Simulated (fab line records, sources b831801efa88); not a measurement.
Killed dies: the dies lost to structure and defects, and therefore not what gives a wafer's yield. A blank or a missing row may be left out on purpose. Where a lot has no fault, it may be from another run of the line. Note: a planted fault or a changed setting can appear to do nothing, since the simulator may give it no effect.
A struck lot beside a sound one    flow sfq line    41 steps out of a route of 325
Sound: wafers L414.2, L414.3, L414.6. Struck: wafer L404.4 (left out: L404.6, a lot-mate that was not struck); the cause follows at the end.
Order at every step that has rows: each side's tool, ch and its chambers, its first start. Under that, the readings that differ: sound wafers    struck wafers    difference of the means    sigmas: that difference in standard deviations of wafers without a fault.
alike: a reading whose means differ by less than 2 such deviations, as well as words and numbers matching on both sides. not compared: withheld readings; readings where some wafer has no value; bounds like >300 that might hide an equal value; numbers whose values overlap and for which the record gives no deviation.
A row with sigmas, a row that says differs or no value, or rows on one side alone: a step with any of these is where the two part. Numbers that don't overlap but have no deviation are shown without sigmas and don't part them. A reading that every wafer of one side lacks parts them only if that side has two wafers or more.

SFQ_I0_OVL_MEAS_908:
  sound: overlay-02 at day 15 00:01; struck: overlay-01 at day 11 08:34
  alike: I0_OVL
SFQ_TRILAYER_I0_VIA_BARC_OPEN_VIA_ETCH_046: etches BARC in O2, target depth 125 nm, time 41.7 s.
  sound on rie diel-01 ch 0,1, day 15 00:02; struck on rie diel-04 ch 1, day 11 08:35
  alike: chamber pressure mTorr, drypump motor current A, oes product au
  not compared: rf hours counter h
SFQ_TRILAYER_I0_VIA_ETCH_VIA_ETCH_034: etches SiO2 in CHF3, stops on Nb, target depth 260 nm.
  sound on rie diel-01 ch 0,1, day 15 00:05; struck on rie diel-04 ch 1, day 11 08:38
  alike: chamber pressure mTorr, drypump motor current A, oes product au
then, 4 steps without rows for these wafers: SFQ_TRILAYER_I0_VIA_STRIP_STRIP_035 (strips in O2); SFQ_TRILAYER_I0_VIA_STRIP_SOLV_CLEAN_036 (cleans in NMP, time 600 s); SFQ_TRILAYER_M1_DEP_PRE_CLEAN_038 (time 22.5 s); SFQ_TRILAYER_M1_DEP_SPUTTER_037 (material Nb, target thk 200 nm, time 133.3 s).
SFQ_M1_RS_MEAS_909: measurement is done with a four-point probe.
  sound: film metro-03 at day 15 01:17; struck: film metro-01 at day 11 09:41
  alike: M1_NB_RS
then, 3 steps without rows for these wafers: SFQ_TRILAYER_M1_LITHO_COAT_044 (resist thk 62 nm); SFQ_TRILAYER_M1_LITHO_COAT_039 (resist thk 600 nm); SFQ_TRILAYER_M1_LITHO_SOFTBAKE_043.
-- the record jumps here: 3 days lie between the struck wafers' starts before and after --
SFQ_TRILAYER_M1_LITHO_EXPOSE_040: exposes mask M1, target cd 500 nm.
  sound on krf scanner-01 ch 0, day 17 15:31; struck on krf scanner-01 ch 0, day 14 02:43
  alike: mask, stage vel mm s
then, 2 steps without rows for these wafers: SFQ_TRILAYER_M1_LITHO_PEB_042 (peb time 60 s); SFQ_TRILAYER_M1_LITHO_DEVELOP_041 (time 60 s).
SFQ_M1_OVL_MEAS_911:
  sound: overlay-02 at day 17 16:49; struck: overlay-02 at day 14 03:37
  alike: M1_OVL
SFQ_TRILAYER_M1_BARC_OPEN_METAL_ETCH_054: etches BARC in O2, target depth 125 nm, time 41.7 s.
  sound on rie metal-03 ch 0,1, day 17 16:50; struck on rie metal-02 ch 0, day 14 03:40
reading                      sound              struck  difference  sigmas
drypump motor current A (A)  5.3 5.3 5.1        6.3     +1.1        +3
model.M1.cd nm (nm)          501.6 502.6 500.8  459.7   -42.0       
  alike: chamber pressure mTorr, oes product au
  not compared: rf hours counter h
SFQ_TRILAYER_M1_ETCH_METAL_ETCH_042: etches Nb in Cl2/Ar, stops on SiO2, target depth 240 nm, time 120 s.
  sound on rie metal-03 ch 0,1, day 17 16:54; struck on rie metal-02 ch 0, day 14 03:44
reading                         sound                struck  difference  sigmas
chamber pressure mTorr (mTorr)  10.018 9.992 10.028  9.986   -0.027      -3
drypump motor current A (A)     5.3 5.4 5.1          6.4     +1.1        +3
model.M1.cd nm (nm)             498.9 500.5 497.3    463.3   -35.6       
  alike: oes product au
  not compared: rf hours counter h
then, 2 steps without rows for these wafers: SFQ_TRILAYER_M1_STRIP_STRIP_043 (strips in O2); SFQ_TRILAYER_M1_STRIP_SOLV_CLEAN_044 (cleans in NMP, time 600 s).
SFQ_TRILAYER_I1_DEP_PECVD_045: deposits SiO2 from SiH4/N2O, time 111.11 s, target thk 500 nm.
  sound on pecvd-02 ch 0,1, day 17 17:48; struck on pecvd-01 ch 2, day 14 04:38
  alike: heater power outer w, heater power w, throttle valve pct
  not compared: since wet clean h
SFQ_TRILAYER_I1_CMP_CMP_046: polishes SiO2.
  sound on cmp-01 ch 1,2, day 17 19:22; struck on cmp-01 ch 3, day 14 10:08
  alike: edge zone pressure frac, motor current A, slurry filter dp kPa, time to endpoint s
SFQ_I1_BOW_MEAS_912:
  sound: film metro-02 at day 17 22:23; struck: film metro-04 at day 14 11:41
  alike: I1_BOW
then, 7 steps without rows for these wafers: SFQ_TRILAYER_I1_METRO_MEASURE_047; SFQ_TRILAYER_I1_VIA_LITHO_COAT_054 (resist thk 62 nm); SFQ_TRILAYER_I1_VIA_LITHO_COAT_049 (resist thk 650 nm); SFQ_TRILAYER_I1_VIA_LITHO_SOFTBAKE_053; SFQ_TRILAYER_I1_VIA_LITHO_EXPOSE_050 (exposes mask I1, target cd 500 nm); SFQ_TRILAYER_I1_VIA_LITHO_PEB_052 (peb time 60 s); SFQ_TRILAYER_I1_VIA_LITHO_DEVELOP_051 (time 60 s).
-- the record jumps here: 4 days lie between the struck wafers' starts before and after --
SFQ_I1_OVL_MEAS_913:
  sound: overlay-02 at day 23 00:31; struck: overlay-01 at day 18 20:33
  alike: I1_OVL
then, 5 steps without rows for these wafers: SFQ_TRILAYER_I1_VIA_BARC_OPEN_VIA_ETCH_071 (etches BARC in O2, target depth 125 nm, time 41.7 s); SFQ_TRILAYER_I1_VIA_ETCH_VIA_ETCH_052 (etches SiO2 in CHF3, stops on Nb, target depth 260 nm); SFQ_TRILAYER_I1_VIA_STRIP_STRIP_053 (strips in O2); SFQ_TRILAYER_I1_VIA_STRIP_SOLV_CLEAN_054 (cleans in NMP, time 600 s); SFQ_TRILAYER_M2_DEP_PRE_CLEAN_056 (time 22.5 s).
SFQ_TRILAYER_M2_DEP_SPUTTER_055: material Nb, target thk 200 nm, time 133.3 s.
  sound: pvd sputter-04 at day 23 02:08; struck: pvd sputter-04 at day 18 21:32
  alike: throttle valve pct
SFQ_M2_RS_MEAS_914: measurement is done with a four-point probe.
  sound: film metro-04 at day 23 02:20; struck: film metro-03 at day 18 21:41
reading            sound              struck  difference  sigmas
M2_NB_RS (ohm/sq)  0.902 0.892 0.894  0.875   -0.021      -2
then, 3 steps without rows for these wafers: SFQ_TRILAYER_M2_LITHO_COAT_062 (resist thk 62 nm); SFQ_TRILAYER_M2_LITHO_COAT_057 (resist thk 600 nm); SFQ_TRILAYER_M2_LITHO_SOFTBAKE_061.
-- the record jumps here: 53 days lie between the struck wafers' starts before and after --
SFQ_M8_BOW_MEAS_951:
  sound: film metro-02 at day 73 19:30; struck: film metro-01 at day 71 14:13
reading                sound              struck  difference  sigmas
model.etest.m1.ohm um  1.799 1.771 1.798  1.944   +0.155      
  alike: M8_BOW

WHERE THEY PART
At SFQ_TRILAYER_M1_BARC_OPEN_METAL_ETCH_054 first; at SFQ_M2_RS_MEAS_914 last (within this record only). Later steps at which nothing parts them and some readings are alike: SFQ_M8_BOW_MEAS_951.

WHY: what had been put in by the simulator
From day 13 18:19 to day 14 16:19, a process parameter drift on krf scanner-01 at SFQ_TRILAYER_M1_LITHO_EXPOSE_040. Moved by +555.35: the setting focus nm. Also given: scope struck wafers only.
